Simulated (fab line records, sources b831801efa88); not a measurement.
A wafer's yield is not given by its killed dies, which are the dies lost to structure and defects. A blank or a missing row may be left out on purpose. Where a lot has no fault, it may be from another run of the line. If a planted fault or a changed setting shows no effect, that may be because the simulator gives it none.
Matching of chambers || flow gf180mcu || 4 sister chambers for GF_SAB_ETCH_11 on rie-diel-03
The step etches SiO2 in C4F8/O2/Ar, target depth 55 nm, time 8.5 s. 7 wafers are shown with their chamber, then 7 later ones without.

## WAFERS WITH THEIR CHAMBER
{"wafer": "L682.4", "chamber": 2, "oes-product-au (a.u.)": 1.018}
{"wafer": "L686.4", "chamber": 2, "oes-product-au (a.u.)": 1.016}
{"wafer": "L687.3", "chamber": 1, "oes-product-au (a.u.)": 0.988}
{"wafer": "L687.6", "chamber": 3, "oes-product-au (a.u.)": 1.009}
{"wafer": "L688.3", "chamber": 3, "oes-product-au (a.u.)": 1.016}
{"wafer": "L691.3", "chamber": 0, "oes-product-au (a.u.)": 1.009}
{"wafer": "L691.4", "chamber": 0, "oes-product-au (a.u.)": 1.019}

## WAFERS WITH NO CHAMBER GIVEN
{"wafer": "L691.6", "oes-product-au (a.u.)": 1.018}
{"wafer": "L701.2", "oes-product-au (a.u.)": 1.008}
{"wafer": "L701.3", "oes-product-au (a.u.)": 1.010}
{"wafer": "L701.4", "oes-product-au (a.u.)": 1.011}
{"wafer": "L703.2", "oes-product-au (a.u.)": 1.013}
{"wafer": "L703.5", "oes-product-au (a.u.)": 1.014}
{"wafer": "L703.6", "oes-product-au (a.u.)": 1.008}

## EACH ONE'S CHAMBER
{"wafer": "L691.6", "from the rows above": "can't be placed: 2 or 0 or 3", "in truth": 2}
{"wafer": "L701.2", "from the rows above": "can't be placed: 3 or 0 or 2", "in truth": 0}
{"wafer": "L701.3", "from the rows above": "can't be placed: 3 or 0 or 2", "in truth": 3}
{"wafer": "L701.4", "from the rows above": "can't be placed: 3 or 0 or 2", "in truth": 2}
{"wafer": "L703.2", "from the rows above": "can't be placed: 3 or 0 or 2", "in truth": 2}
{"wafer": "L703.5", "from the rows above": "can't be placed: 0 or 3 or 2", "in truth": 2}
{"wafer": "L703.6", "from the rows above": "can't be placed: 3 or 0 or 2", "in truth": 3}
Correct placement for 0 of the 7. These rows do not allow placing 7 (true chamber among the candidates in 7). Wrongly placed: 0.
How it was worked out, from the rows above alone: a wafer's distance from a chamber is the root of the sum, over the readings, of the square of ((its reading less the chamber's mean) divided by the reading's scatter). The wafer belongs to the nearest chamber; if the next one is less than 2 further off, it can't be placed. The mean given for a chamber averages the wafers shown for that chamber. The scatter is the square root of a quotient: the sum, over the shown wafers, of each reading's squared deviation from its chamber's mean, divided by wafers minus chambers.
